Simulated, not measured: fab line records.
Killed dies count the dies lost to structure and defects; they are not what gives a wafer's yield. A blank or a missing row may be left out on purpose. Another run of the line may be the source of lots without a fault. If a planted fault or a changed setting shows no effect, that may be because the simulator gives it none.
Chamber matching | flow sky130 | SKY_CONTACT_CMP_27 on cmp-01 has 4 sister chambers
The step polishes, stops on SiO2, t overpolish 15 s, target thk 0 nm. 39 wafers are shown with their chamber, then 12 later ones without.

## EACH WAFER AND ITS CHAMBER
wafer  | chamber | time to endpoint s (s) | motor current A (A) | edge zone pressure frac
L074.1 | 0       | 79.8                   | 10.5                | 1.003
L074.3 | 3       | 80.7                   | 10.9                | 1.002
L074.4 | 1       | 83.9                   | 11.0                | 0.998
L075.4 | 0       | 82.7                   | 10.7                | 1.001
L075.5 | 0       | 81.9                   | 10.4                | 1.002
L075.6 | 3       | 79.9                   | 11.1                | 1.001
L076.3 | 2       | 86.2                   | 10.3                | 1.001
L076.5 | 2       | 85.1                   | 10.3                | 1.002
L076.6 | 1       | 87.2                   | 10.3                | 1.000
L077.1 | 2       | 87.6                   | 10.5                | 0.999
L077.3 | 0       | 85.0                   | 11.0                | 1.001
L077.4 | 3       | 85.1                   | 11.1                | 0.996
L078.2 | 3       | 80.9                   | 10.5                | 1.002
L078.3 | 2       | 86.0                   | 10.5                | 0.999
L078.4 | 0       | 86.0                   | 10.6                | 0.998
L079.3 | 1       | 85.7                   | 10.8                | 0.994
L079.4 | 2       | 84.1                   | 10.0                | 1.000
L079.6 | 3       | 88.0                   | 10.4                | 1.000
L081.3 | 2       | 88.1                   | 10.4                | 1.005
L081.4 | 0       | 84.4                   | 10.7                | 0.999
L081.6 | 3       | 86.1                   | 11.4                | 0.993
L082.4 | 3       | 85.6                   | 10.2                | 1.002
L082.5 | 3       | 83.4                   | 11.0                | 0.988
L082.6 | 0       | 84.4                   | 10.1                | 0.998
L083.1 | 0       | 83.7                   | 10.4                | 0.996
L083.2 | 2       | 82.3                   | 10.5                | 1.010
L083.4 | 1       | 81.9                   | 10.2                | 0.996
L085.1 | 2       | 84.9                   | 10.8                | 0.999
L085.4 | 0       | 78.7                   | 10.3                | 0.998
L085.6 | 0       | 82.0                   | 11.2                | 1.000
L084.2 | 1       | 85.3                   | 11.3                | 0.995
L084.5 | 2       | 84.1                   | 10.7                | 1.000
L084.6 | 3       | 81.5                   | 11.0                | 1.007
L087.3 | 1       | 88.7                   | 10.4                | 1.005
L087.4 | 2       | 87.2                   | 10.4                | 1.006
L087.6 | 2       | 87.6                   | 11.0                | 0.997
L089.2 | 3       | 82.0                   | 10.7                | 1.004
L089.3 | 1       | 80.7                   | 10.6                | 0.999
L089.5 | 2       | 84.7                   | 10.2                | 1.002

SIGNATURES (averages over the wafers above)
reading                 | chamber 0 | chamber 1 | chamber 2 | chamber 3 | scatter within a chamber
time to endpoint s      | 82.860    | 84.771    | 85.658    | 83.320    | 2.38
motor current A         | 10.590    | 10.657    | 10.467    | 10.830    | 0.337
edge zone pressure frac | 0.99960   | 0.99814   | 1.00167   | 0.99950   | 0.00399
Rule: for a wafer and a chamber, the distance is found by dividing, reading by reading, the gap between the wafer's reading and the chamber's mean by the reading's scatter, squaring, summing and taking the root. The wafer belongs to the nearest chamber; if the next one is less than 2 further off, it can't be placed. The scatter: the root of (the sum of the squares of (reading less its chamber's mean) over the shown wafers, divided by (wafers less chambers)).

## WAFERS WITH NO CHAMBER GIVEN
wafer  | time to endpoint s (s) | motor current A (A) | edge zone pressure frac
L091.1 | 88.3                   | 10.5                | 0.998
L091.3 | 88.2                   | 9.9                 | 1.000
L091.6 | 86.1                   | 10.6                | 0.999
L093.2 | 85.5                   | 10.6                | 1.005
L093.4 | 83.7                   | 11.0                | 1.010
L093.6 | 81.9                   | 11.4                | 1.000
L095.2 | 84.3                   | 10.4                | 1.006
L095.5 | 82.0                   | 10.0                | 0.999
L095.6 | 81.2                   | 10.3                | 0.999
L097.2 | 79.8                   | 10.3                | 1.006
L097.4 | 81.7                   | 10.6                | 0.999
L097.5 | 80.7                   | 10.1                | 1.006

## THE CHAMBER EACH PASSED THROUGH
wafer  | from the rows above               | in truth
L091.1 | can't be placed: 2 or 1 or 0 or 3 | 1
L091.3 | can't be placed: 2 or 1 or 0 or 3 | 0
L091.6 | can't be placed: 1 or 2 or 3 or 0 | 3
L093.2 | can't be placed: 2 or 0 or 1 or 3 | 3
L093.4 | can't be placed: 3 or 2 or 0 or 1 | 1
L093.6 | can't be placed: 3 or 0 or 1 or 2 | 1
L095.2 | can't be placed: 2 or 0 or 3 or 1 | 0
L095.5 | can't be placed: 0 or 2 or 1 or 3 | 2
L095.6 | can't be placed: 0 or 3 or 1 or 2 | 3
L097.2 | can't be placed: 0 or 3 or 2 or 1 | 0
L097.4 | can't be placed: 0 or 3 or 1 or 2 | 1
L097.5 | can't be placed: 0 or 2 or 3 or 1 | 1
Placed correctly: 0 of 12. Not placeable from these rows: 12 (in 12, the candidates include the true chamber). 0 placed wrongly.
